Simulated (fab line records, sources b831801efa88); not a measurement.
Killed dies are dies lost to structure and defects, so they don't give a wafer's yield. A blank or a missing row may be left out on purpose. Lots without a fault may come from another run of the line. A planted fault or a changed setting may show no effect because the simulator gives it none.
Chamber matching | flow sfq_line | SFQ_TRILAYER_I1_VIA_ETCH_VIA_ETCH_052 on rie_diel-01: 4 sister chambers
The step etches SiO2 in CHF3, stops on Nb, target depth 260 nm. 8 wafers are shown with their chamber, then 6 later ones without.

WAFERS WITH THEIR CHAMBER
wafer  | chamber | drypump_motor_current_A (A) | oes_product_au (a.u.)
L473.4 | 1       | 4.8                         | 0.846
L473.5 | 1       | 4.7                         | 0.856
L478.5 | 2       | 6.7                         | 0.859
L480.2 | 3       | 6.8                         | 0.851
L480.6 | 2       | 6.7                         | 0.856
L489.2 | 0       | 5.3                         | 0.852
L489.5 | 3       | 6.8                         | 0.854
L489.6 | 0       | 5.3                         | 0.851

WAFERS WITHOUT THEIR CHAMBER
wafer  | drypump_motor_current_A (A) | oes_product_au (a.u.)
L492.3 | 6.7                         | 0.858
L492.5 | 4.8                         | 0.862
L492.6 | 6.7                         | 0.856
L493.1 | 6.7                         | 0.846
L493.2 | 5.3                         | 0.860
L493.5 | 4.8                         | 0.853

WHICH CHAMBER EACH WENT THROUGH
wafer  | from the rows above     | in truth
L492.3 | 2                       | 2
L492.5 | 1                       | 1
L492.6 | 2                       | 2
L493.1 | can't be placed: 2 or 3 | 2
L493.2 | 0                       | 0
L493.5 | 1                       | 1
Placed correctly: 5 of 6. Can't be placed from these rows: 1 (the true chamber is among the candidates in 1). Placed wrongly: 0.
How it was worked out, from the rows above alone: a wafer's distance from a chamber is the root of the sum, over the readings, of the square of ((its reading less the chamber's mean) divided by the reading's scatter). The wafer belongs to the nearest chamber; if the next one is less than 2 further off, it can't be placed. A chamber's mean is the mean of its shown wafers. The scatter: the root of (the sum of the squares of (reading less its chamber's mean) over the shown wafers, divided by (wafers less chambers)).
